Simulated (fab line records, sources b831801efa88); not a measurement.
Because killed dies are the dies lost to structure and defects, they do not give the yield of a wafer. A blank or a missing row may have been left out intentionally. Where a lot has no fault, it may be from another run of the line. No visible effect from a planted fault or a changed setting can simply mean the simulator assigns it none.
A struck lot beside a sound one -- flow sky130 -- 15 steps out of a route of 708
Sound: the wafers L944.3, L944.4, L944.5. Wafers L935.3, L935.5, L935.6 were the ones struck. At the end, the cause is stated.
Per side, at each step with rows, come the tool, then ch with its chambers, and then its first start. Under that, the readings that differ: sound wafers -- struck wafers -- difference of the means -- sigmas: that difference in standard deviations of wafers without a fault.
alike: words and numbers the same on both sides, and readings whose means are apart by under 2 such deviations; not compared: readings that were withheld, readings missing a value for some wafer, numbers with overlapping values and no deviation given by the record, and bounds like >300 which may hide the same value.
Wherever a step has rows on one side only, a row that says differs or no value, or a row with sigmas, the two part there. Numbers that don't overlap but have no deviation are shown without sigmas and don't part them. Lack of a reading on every wafer of one side parts them only where that side has two or more wafers.

SKY_NWELL_RS_MEAS_29: a four-point-probe measurement.
  sound on film metro-01 at day 9 16:44; struck on film metro-02 at day 7 08:04
  alike: NWELL_RS
SKY_NWELL_RS_MEAS_31: a four-point-probe measurement.
  sound on film metro-01 at day 9 16:58; struck on film metro-02 at day 7 08:19
  alike: PWDE_RS
then, 7 steps without rows for these wafers: SKY_VT_ADJUST_HVTP_DEHYDRATE_00 (time 60 s); SKY_VT_ADJUST_HVTP_HMDS_01 (prime time 60 s); SKY_VT_ADJUST_HVTP_COAT_02 (resist thk 1140 nm); SKY_VT_ADJUST_HVTP_SOFTBAKE_03 (time 60 s); SKY_VT_ADJUST_HVTP_EXPOSE_04 (exposes mask HVTPM, target cd 380 nm); SKY_VT_ADJUST_HVTP_PEB_05; SKY_VT_ADJUST_HVTP_DEVELOP_06 (develop time 60 s).
SKY_VT_ADJUST_HVTP_CD_MEAS_07: the cd target is 380 nm.
  sound on cd sem-01 at day 10 14:43; struck on cd sem-02 at day 8 04:20
  alike: cd nm
SKY_VT_ADJUST_HVTP_OVL_MEAS_08:
  sound on overlay-02 at day 10 14:49; struck on overlay-02 at day 8 04:26
  alike: VT_ADJUST_HVTP_OVL
SKY_VT_ADJUST_HVTP_IMPLANT_09:
  sound on implanter-01 ch 0, day 10 14:53; struck on implanter-04 ch 0, day 8 04:30
reading,sound,struck,difference,sigmas
dose ions cm2,4.293e+12 4.301e+12 4.295e+12,6.144e+12 6.141e+12 6.144e+12,+1.847e+12,+99 or more
faraday current uA,24.8 24.7 23.9,33.7 33.5 34.1,+9.3,+21
  alike: beam on s
SKY_VT_ADJUST_HVTP_STRIP_10: strips in O2/N2.
  sound on plasma asher-01 ch 0,1, day 10 15:01; struck on plasma asher-04 ch 0,1, day 8 04:38
  alike: chamber pressure mTorr, drypump motor current A, oes product au, strip time to endpoint s
  not compared: rf hours counter h
SKY_VT_ADJUST_HVTP_TW_MEAS_11:
  sound on film metro-02 at day 10 15:06; struck on film metro-02 at day 8 04:57
reading,sound,struck,difference,sigmas
VT_ADJUST_HVTP_TW,1379 1376 1374,1545 1543 1548,+169,+20
  not compared: hold
-- a jump in the record: the struck wafers' starts before and after are 40 days apart (it breaks off in module VT_ADJUST_HVTP and resumes in module PAD_OPEN, where the first step shown is number 708 of the route) --
SKY_PAD_OPEN_PROBE_99:
  sound on prober-02 at day 49 20:27; struck on prober-02 at day 47 20:48
reading,sound,struck,difference,sigmas
hold,- - -,await dispo/13.0h/scrap await dispo/13.0h/scrap await dispo/13.0h/scrap,no value on the sound wafers,
model.etest.tip p.rs ohm sq,6797 6728 6779,7759 7816 7844,+1038,
model.etest.pfet_01v8.r on ohm um,2861 2923 2916,3310 3222 3232,+355,
model.etest.pfet_01v8.drive ua um,196.3 192.4 194.1,151.7 156.2 155,-40.0,
model.etest.pfet_01v8_mvt.drive ua um,153.1 150.9 152.4,115.7 117.3 117,-35.5,
model.etest.pfet_01v8_hvt.drive ua um,147.5 142.7 143.8,115.9 119.5 118.3,-26.8,
model.etest.sram pfet latch.drive ua um,147.7 143.1 139.5,112.3 114.5 113.6,-30.0,
model.etest.ring_1v8.delay ps,21.21 21.23 21.12,25.23 24 24.37,+3.35,
model.etest.pfet_01v8.off log10 a um,-9.27 -9.377 -9.342,-12.61 -12.51 -12.69,-3.27,
  alike: killed_at_M0_to_M3, killed_at_M4_up, killed at contacts, killed at front end, killed at other, killed dies, killed open, killed short

== WHERE THEY PART ==
First at SKY_VT_ADJUST_HVTP_IMPLANT_09; last, within this record, at SKY_PAD_OPEN_PROBE_99.

WHY: the cause the simulator had injected
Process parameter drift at SKY_VT_ADJUST_HVTP_IMPLANT_09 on implanter-04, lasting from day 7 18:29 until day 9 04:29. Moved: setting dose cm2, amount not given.
